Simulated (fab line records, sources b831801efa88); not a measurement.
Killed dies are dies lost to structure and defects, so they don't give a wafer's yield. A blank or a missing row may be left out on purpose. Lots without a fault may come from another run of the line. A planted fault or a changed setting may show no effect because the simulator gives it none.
Chamber matching | flow sky130 | SKY_POLY_GATE_ETCH_15 on rie_diel-02: 4 sister chambers
The step etches BARC in N2/H2, stops on SiO2, time 118.5 s, target depth 110 nm. 4 wafers are shown with their chamber, then 8 later ones without.

WAFERS WITH THEIR CHAMBER
wafer  | chamber | drypump_motor_current_A (A)
L739.6 | 2       | 6.2
L752.1 | 0       | 6.0
L752.2 | 1       | 5.3
L755.1 | 3       | 5.6

WAFERS WITHOUT THEIR CHAMBER
wafer  | drypump_motor_current_A (A)
L755.4 | 5.3
L755.6 | 6.0
L756.2 | 6.0
L756.4 | 5.3
L756.6 | 5.3
L757.2 | 5.4
L757.4 | 6.2
L757.5 | 5.6

WHICH CHAMBER EACH WENT THROUGH
wafer  | from the rows above | in truth
L755.4 | 1                   | 1
L755.6 | 0                   | 0
L756.2 | 0                   | 0
L756.4 | 1                   | 1
L756.6 | 1                   | 1
L757.2 | 1                   | 1
L757.4 | 2                   | 2
L757.5 | 3                   | 3
Placed correctly: 8 of 8. Can't be placed from these rows: 0. Placed wrongly: 0.
How it was worked out, from the rows above alone: a wafer's distance from a chamber is the root of the sum, over the readings, of the square of ((its reading less the chamber's mean) divided by the reading's scatter). The wafer belongs to the nearest chamber; if the next one is less than 2 further off, it can't be placed. A chamber's mean is the mean of its shown wafers. The scatter: with one shown wafer a chamber, the root of the mean of the squares of how far each hidden wafer lies from its nearest shown one.
